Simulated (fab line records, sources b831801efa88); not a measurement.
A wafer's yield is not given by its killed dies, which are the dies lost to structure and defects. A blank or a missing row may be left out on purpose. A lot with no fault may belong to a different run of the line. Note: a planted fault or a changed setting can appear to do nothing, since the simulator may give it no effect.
fab line records ; flow gf180mcu
record: lots: 13; wafers: 39; last_day: 34
route steps=602 shown STI@13 POLY_GATE@169
lots that met no fault: from a run of the same line without faults
start_h: hours from the record's first day to the start of the lot's first wafer shown ; wait_h: hours since the lot's step before ; " repeats the value in the row above ; L1.1+2: a single row standing in for several wafers ; - no value, or no start was given ; * or withheld: withheld ; < > ~ a bound
route shown NAME@n: names a module that has steps shown in the file, with the first one's number in the route ; usual: mean/standard deviation of fault-free wafers ; same: alike in all rows ; chamber/n: place in a boat ; sites: readings site by site ; _std_site: the values' standard deviation ; _edge_site: mean of outer sites minus mean of inner sites ; radius_mm: for every site, how far away it sits from the centre of the wafer ; mask NAME#n: copy n ; behind: the most recent tool/chamber to have shaped the wafer ; hold: why the lot went on hold/how many hours it stayed there/how the hold came to an end ; device: transistor that didn't switch, given as n, p or np ; end of line: the route-end tests of the same wafers ; where a step has no rows: the recipe by itself ; killed: at the first sort, the dies lost to defects and structure; wafer yield is something else ; map: per-die view of a wafer (x killed, . not killed, _ where there is no die)
set.NAME: setting as actually run; set.NAME@STEP: the setting as run at that earlier step ; model.NAME: the simulator's own value behind a step, which no gauge read
the route's steps for a sample of lots (tables are steps, rows are wafers)
services: a tool's chamber out of use, with start hour (start_h, from the record's first day; less than 0 if before it), hours out, and reason
== steps ==
step: GF_STI_CD_MEAS_12
recipe: target_cd_nm: 220
usual: cd_nm: 220.1/1.4
lot.wafer;tool;chamber;start_h;wait_h;cd_nm
L430.2;cd_sem-01;-;25.22;0.1;222.0
L430.3;cd_sem-01;-;25.22;0.1;221.0
L430.5;cd_sem-01;-;25.22;0.1;222.0
L431.1;cd_sem-01;-;32.60;0.1;220.5
L431.2;cd_sem-01;-;32.60;0.1;220.5
L431.3;cd_sem-01;-;32.60;0.1;220.2
L433.1;cd_sem-02;-;42.55;0.1;219.4
L433.4;cd_sem-02;-;42.55;0.1;220.8
L433.5;cd_sem-02;-;42.55;0.1;219.9
L434.2;cd_sem-01;-;47.92;0.1;219.5
L434.4;cd_sem-01;-;47.92;0.1;217.8
L434.6;cd_sem-01;-;47.92;0.1;219.1
L435.1;cd_sem-01;-;51.49;0.1;220.5
L435.3;cd_sem-01;-;51.49;0.1;220.7
L435.4;cd_sem-01;-;51.49;0.1;221.9
L437.1;cd_sem-02;-;62.94;0.1;220.8
L437.2;cd_sem-02;-;62.94;0.1;220.2
L437.6;cd_sem-02;-;62.94;0.1;220.2
L438.1;cd_sem-02;-;66.29;0.1;219.6
L438.3;cd_sem-02;-;66.29;0.1;219.3
L438.4;cd_sem-02;-;66.29;0.1;218.0
L439.1;cd_sem-01;-;71.49;0.1;219.0
L439.4;cd_sem-01;-;71.49;0.1;219.2
L439.5;cd_sem-01;-;71.49;0.1;219.6
L440.1;cd_sem-01;-;78.55;0.1;219.6
L440.3;cd_sem-01;-;78.55;0.1;220.2
L440.4;cd_sem-01;-;78.55;0.1;219.0
L443.1;cd_sem-01;-;92.84;0.1;218.6
L443.3;cd_sem-01;-;92.84;0.1;218.8
L443.4;cd_sem-01;-;92.84;0.1;218.5
L445.1;cd_sem-01;-;104.34;0.1;220.0
L445.3;cd_sem-01;-;104.34;0.1;220.4
L445.6;cd_sem-01;-;104.34;0.1;220.8
L451.4;cd_sem-02;-;133.70;0.1;222.8
L451.5;cd_sem-02;-;133.70;0.1;222.2
L451.6;cd_sem-02;-;133.70;0.1;222.7
L453.1;cd_sem-02;-;143.99;0.1;219.0
L453.2;cd_sem-02;-;143.99;0.1;218.1
L453.3;cd_sem-02;-;143.99;0.1;219.6
step: GF_STI_THK_MEAS_30
recipe: reads: SiO2_of_STI_OXIDATION_29
usual: STI_OXIDATION_02_THK: 10.02/0.17
lot.wafer;tool;chamber;start_h;wait_h;STI_OXIDATION_02_THK[nm]
L430.2;film_metro-02;-;34.46;0.1;10.12
L430.3;film_metro-02;-;34.46;0.1;10.17
L430.5;film_metro-02;-;34.46;0.1;10.08
L431.1;film_metro-01;-;38.37;0.0;10.10
L431.2;film_metro-01;-;38.37;0.0;10.02
L431.3;film_metro-01;-;38.37;0.0;9.94
L433.1;film_metro-02;-;49.45;0.0;10.16
L433.4;film_metro-02;-;49.45;0.0;10.13
L433.5;film_metro-02;-;49.45;0.0;10.21
L434.2;film_metro-03;-;52.92;0.0;10.11
L434.4;film_metro-03;-;52.92;0.0;10.18
L434.6;film_metro-03;-;52.92;0.0;10.24
L435.1;film_metro-03;-;55.84;0.0;10.05
L435.3;film_metro-03;-;55.84;0.0;10.02
L435.4;film_metro-03;-;55.84;0.0;9.99
L437.1;film_metro-03;-;67.65;0.0;10.03
L437.2;film_metro-03;-;67.65;0.0;10.07
L437.6;film_metro-03;-;67.65;0.0;9.82
L438.1;film_metro-02;-;71.31;0.0;10.12
L438.3;film_metro-02;-;71.31;0.0;9.93
L438.4;film_metro-02;-;71.31;0.0;10.00
L439.1;film_metro-03;-;75.99;0.0;9.99
L439.4;film_metro-03;-;75.99;0.0;10.04
L439.5;film_metro-03;-;75.99;0.0;10.18
L440.1;film_metro-03;-;83.52;0.0;9.99
L440.3;film_metro-03;-;83.52;0.0;9.71
L440.4;film_metro-03;-;83.52;0.0;9.81
L443.1;film_metro-02;-;97.66;0.0;9.84
L443.3;film_metro-02;-;97.66;0.0;9.95
L443.4;film_metro-02;-;97.66;0.0;9.95
L445.1;film_metro-01;-;108.87;0.0;9.93
L445.3;film_metro-01;-;108.87;0.0;9.91
L445.6;film_metro-01;-;108.87;0.0;10.01
L451.4;film_metro-03;-;138.03;0.0;10.32
L451.5;film_metro-03;-;138.03;0.0;10.00
L451.6;film_metro-03;-;138.03;0.0;10.12
L453.1;film_metro-03;-;148.33;0.0;10.02
L453.2;film_metro-03;-;148.33;0.0;10.18
L453.3;film_metro-03;-;148.33;0.0;9.87
step: GF_POLY_GATE_ETCH_12
recipe: chemistry: N2/H2; target_depth_a: withheld; overetch_a: withheld; time_s: withheld; target: BARC; ion_energy_ev: 200; source_w: 500; bias_w: 100; pressure_mtorr: 30; n2_flow_sccm: 100; h2_flow_sccm: 200
usual: drypump_motor_current_A: 5.6/0.42; oes_product_au: 0.736/0.0044; rf_fwd_power_W: 496.2/1.7; throttle_valve_pct: 13.215/0.0093
lot.wafer;tool;chamber;start_h;wait_h;drypump_motor_current_A;oes_product_au;rf_fwd_power_W;throttle_valve_pct
L430.2;rie_diel-02;1;205.39;0.0;5.6;0.740;496.9;13.218
L430.3;rie_diel-02;0;205.39;0.0;5.9;0.739;494.0;13.225
L430.5;rie_diel-02;0;205.39;0.0;5.9;0.724;497.4;13.228
L431.1;rie_diel-03;2;209.90;0.0;5.2;0.740;498.4;13.219
L431.2;rie_diel-03;1;209.90;0.0;5.8;0.742;495.6;13.220
L431.3;rie_diel-03;3;209.90;0.0;6.6;0.742;498.2;13.194
L433.1;rie_diel-03;1;229.40;0.0;5.8;0.744;495.5;13.208
L433.4;rie_diel-03;0;229.40;0.0;5.9;0.741;499.4;13.214
L433.5;rie_diel-03;0;229.40;0.0;5.9;0.730;497.9;13.206
L434.2;rie_diel-01;0;230.65;0.0;5.6;0.740;497.7;13.222
L434.4;rie_diel-01;0;230.65;0.0;5.6;0.738;495.9;13.221
L434.6;rie_diel-01;3;230.65;0.0;5.5;0.735;496.3;13.219
L435.1;rie_diel-02;0;235.94;0.0;5.9;0.739;495.0;13.209
L435.3;rie_diel-02;2;235.94;0.0;4.9;0.737;495.8;13.218
L435.4;rie_diel-02;3;235.94;0.0;5.5;0.729;496.1;13.212
L437.1;rie_diel-01;1;250.89;0.0;5.6;0.738;496.2;13.215
L437.2;rie_diel-01;0;250.89;0.0;5.6;0.737;496.7;13.215
L437.6;rie_diel-01;2;250.89;0.0;5.2;0.731;498.1;13.209
L438.1;rie_diel-02;3;259.00;0.0;5.5;0.734;496.9;13.215
L438.3;rie_diel-02;0;259.00;0.0;5.9;0.735;490.9;13.209
L438.4;rie_diel-02;1;259.00;0.0;5.6;0.735;495.9;13.220
L439.1;rie_diel-02;2;262.25;0.0;4.8;0.734;496.8;13.219
L439.4;rie_diel-02;3;262.25;0.0;5.5;0.740;494.2;13.217
L439.5;rie_diel-02;2;262.25;0.0;4.9;0.743;496.1;13.190
L440.1;rie_diel-03;1;280.65;0.0;5.8;0.736;493.4;13.226
L440.3;rie_diel-03;2;280.65;0.0;5.2;0.742;498.8;13.198
L440.4;rie_diel-03;3;280.65;0.0;6.5;0.735;496.0;13.206
L443.1;rie_diel-02;1;296.39;0.0;5.6;0.740;296.7;13.207
L443.3;rie_diel-02;3;296.39;0.0;5.5;0.736;296.1;13.213
L443.4;rie_diel-02;2;296.39;0.0;4.9;0.732;296.2;13.220
L445.1;rie_diel-02;3;308.15;0.0;5.5;0.737;297.5;13.227
L445.3;rie_diel-02;0;308.15;0.0;5.9;0.734;294.6;13.222
L445.6;rie_diel-02;1;308.15;0.0;5.6;0.739;294.8;13.219
L451.4;rie_diel-01;3;350.87;0.0;5.5;0.735;492.3;13.223
L451.5;rie_diel-01;0;350.87;0.0;5.5;0.734;495.5;13.223
L451.6;rie_diel-01;2;350.87;0.0;5.2;0.736;493.0;13.223
L453.1;rie_diel-01;3;361.65;0.0;5.5;0.733;497.1;13.211
L453.2;rie_diel-01;0;361.65;0.0;5.5;0.738;497.5;13.225
L453.3;rie_diel-01;2;361.65;0.0;5.2;0.736;496.3;13.218
step: GF_POLY_GATE_STRIP_14
recipe: chemistry: O2/N2; power_w: 1400; pressure_mtorr: 1500; platen_temp_c: 250; o2_flow_sccm: 3000; n2_flow_sccm: 300; overash_fraction: 0.5
usual: drypump_motor_current_A: 5.9/0.45; heater_power_w: 335/15; oes_product_au: 0.504/0.0047
lot.wafer;tool;chamber;start_h;wait_h;drypump_motor_current_A;heater_power_w;oes_product_au;rf_hours_counter_h
L430.2;plasma_asher-04;0;205.52;0.0;5.8;333;0.500;53
L430.3;plasma_asher-04;1;205.52;0.0;5.9;335;0.507;-
L430.5;plasma_asher-04;0;205.52;0.0;5.8;323;0.512;-
L431.1;plasma_asher-02;0;210.00;0.0;6.5;315;0.505;56
L431.2;plasma_asher-02;1;210.00;0.0;5.7;350;0.511;56
L431.3;plasma_asher-02;0;210.00;0.0;6.6;312;0.500;-
L433.1;plasma_asher-03;0;229.50;0.0;6.2;352;0.515;11
L433.4;plasma_asher-03;0;229.50;0.0;6.3;356;0.506;-
L433.5;plasma_asher-03;0;229.50;0.0;6.3;359;0.505;-
L434.2;plasma_asher-04;0;230.75;0.0;5.8;331;0.515;56
L434.4;plasma_asher-04;0;230.75;0.0;5.8;327;0.506;-
L434.6;plasma_asher-04;1;230.75;0.0;5.9;338;0.511;-
L435.1;plasma_asher-02;1;236.05;0.0;5.7;350;0.509;59
L435.3;plasma_asher-02;0;236.05;0.0;6.5;319;0.504;-
L435.4;plasma_asher-02;1;236.05;0.0;5.7;348;0.505;-
L437.1;plasma_asher-04;1;251.00;0.0;5.9;338;0.501;58
L437.2;plasma_asher-04;0;251.00;0.0;5.8;328;0.497;58
L437.6;plasma_asher-04;1;251.00;0.0;5.9;334;0.500;-
L438.1;plasma_asher-03;1;259.10;0.0;5.2;325;0.503;14
L438.3;plasma_asher-03;1;259.10;0.0;5.2;328;0.498;-
L438.4;plasma_asher-03;0;259.10;0.0;6.2;351;0.516;-
L439.1;plasma_asher-03;0;262.35;0.0;6.2;350;0.504;15
L439.4;plasma_asher-03;1;262.35;0.0;5.2;338;0.510;-
L439.5;plasma_asher-03;1;262.35;0.0;5.2;317;0.506;-
L440.1;plasma_asher-02;0;280.75;0.0;6.5;315;0.501;63
L440.3;plasma_asher-02;0;280.75;0.0;6.5;315;0.502;-
L440.4;plasma_asher-02;1;280.75;0.0;5.7;353;0.501;-
L443.1;plasma_asher-02;0;296.50;0.0;6.5;311;0.515;65
L443.3;plasma_asher-02;1;296.50;0.0;5.7;341;0.507;-
L443.4;plasma_asher-02;0;296.50;0.0;6.5;309;0.511;-
L445.1;plasma_asher-03;1;308.25;0.0;5.2;339;0.513;19
L445.3;plasma_asher-03;1;308.25;0.0;5.2;337;0.511;-
L445.6;plasma_asher-03;0;308.25;0.0;6.3;349;0.508;-
L451.4;plasma_asher-03;0;350.99;0.1;6.3;355;0.507;-
L451.5;plasma_asher-03;0;350.99;0.1;6.2;355;0.498;-
L451.6;plasma_asher-03;1;350.99;0.1;5.2;321;0.501;-
L453.1;plasma_asher-02;1;361.75;0.0;5.7;353;0.493;71
L453.2;plasma_asher-02;0;361.75;0.0;6.5;310;0.504;71
L453.3;plasma_asher-02;1;361.75;0.0;5.7;365;0.506;-
step: GF_POLY_GATE_CD_MEAS_18
usual: cd_nm: 279.9/1.9
lot.wafer;tool;chamber;start_h;wait_h;cd_nm
L430.2;cd_sem-01;-;207.42;0.1;284.1
L430.3;cd_sem-01;-;207.42;0.1;283.4
L430.5;cd_sem-01;-;207.42;0.1;282.8
L431.1;cd_sem-02;-;212.93;0.1;278.6
L431.2;cd_sem-02;-;212.93;0.1;279.1
L431.3;cd_sem-02;-;212.93;0.1;279.9
L433.1;cd_sem-02;-;230.96;0.1;278.4
L433.4;cd_sem-02;-;230.96;0.1;279.9
L433.5;cd_sem-02;-;230.96;0.1;279.4
L434.2;cd_sem-02;-;233.44;0.1;280.9
L434.4;cd_sem-02;-;233.44;0.1;279.3
L434.6;cd_sem-02;-;233.44;0.1;282.5
L435.1;cd_sem-01;-;237.82;0.1;280.9
L435.3;cd_sem-01;-;237.82;0.1;279.6
L435.4;cd_sem-01;-;237.82;0.1;282.3
L437.1;cd_sem-02;-;255.27;0.1;279.4
L437.2;cd_sem-02;-;255.27;0.1;279.1
L437.6;cd_sem-02;-;255.27;0.1;277.0
L438.1;cd_sem-02;-;261.68;0.1;281.2
L438.3;cd_sem-02;-;261.68;0.1;280.0
L438.4;cd_sem-02;-;261.68;0.1;281.4
L439.1;cd_sem-02;-;263.81;0.1;280.9
L439.4;cd_sem-02;-;263.81;0.1;281.4
L439.5;cd_sem-02;-;263.81;0.1;281.4
L440.1;cd_sem-02;-;283.30;0.1;281.7
L440.3;cd_sem-02;-;283.30;0.1;282.6
L440.4;cd_sem-02;-;283.30;0.1;281.9
L443.1;cd_sem-02;-;300.03;0.1;285.5
L443.3;cd_sem-02;-;300.03;0.1;287.5
L443.4;cd_sem-02;-;300.03;0.1;287.6
L445.1;cd_sem-02;-;311.36;0.1;285.4
L445.3;cd_sem-02;-;311.36;0.1;285.5
L445.6;cd_sem-02;-;311.36;0.1;282.4
L451.4;cd_sem-02;-;353.09;0.1;277.3
L451.5;cd_sem-02;-;353.09;0.1;278.8
L451.6;cd_sem-02;-;353.09;0.1;277.0
L453.1;cd_sem-02;-;363.27;0.1;279.3
L453.2;cd_sem-02;-;363.27;0.1;279.2
L453.3;cd_sem-02;-;363.27;0.1;277.3
== services ==
tool;chamber;start_h;hours;kind
rie_diel-02;3;188.33;-;clean
rie_diel-02;3;188.33;23.8;scheduled_down
rie_diel-02;3;188.33;23.8;vent_cycle
plasma_asher-03;-;190.13;2.8;pm
rie_diel-02;2;196.33;9.2;repair
rie_diel-01;1;212.16;4.0;repair
rie_diel-01;2;228.43;13.9;repair
rie_diel-01;3;247.02;-;clean
rie_diel-01;3;247.02;24.8;scheduled_down
rie_diel-01;3;247.02;24.8;vent_cycle
plasma_asher-03;-;255.19;1.0;repair
rie_diel-03;3;255.51;8.0;repair
plasma_asher-02;-;265.92;1.6;repair
rie_diel-02;2;306.24;2.6;repair
rie_diel-01;2;316.60;9.2;repair
plasma_asher-03;-;320.15;2.0;repair
rie_diel-01;1;342.52;-;clean
rie_diel-01;1;342.52;31.0;scheduled_down
rie_diel-01;1;342.52;31.0;vent_cycle
== key ==
first_sign: step: GF_POLY_GATE_ETCH_12; reading: rf_fwd_power_W; direction: down; sigmas: 99+; usual: 496.2; struck: 296.0
effect: step: GF_POLY_GATE_CD_MEAS_18; reading: cd_nm; direction: up; sigmas: 3; usual: 279.9; struck: 285.7
met_at GF_POLY_GATE_ETCH_12
struck_lots L443,L445
tester_left_out L443,L445
not_acting_at GF_STI_CD_MEAS_12,GF_STI_THK_MEAS_30,GF_POLY_GATE_STRIP_14
onset_between 262.25 296.39
fault: kind: process_parameter_drift; tool: rie_diel-02; chamber: -; onset_h: 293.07; steps: GF_POLY_GATE_ETCH_12; channel: source_w; offset: -200; shape: step; end_h: 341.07; acts_in: these_recipes_only; stated: 500
tester_left_out: of these lots the tester's yield and bins aren't shown, on N5 and GAA mostly nor the transistor test; their killed dies are dies lost to structure and defects alone, not to doping, threshold or leakage, so they don't give the yield
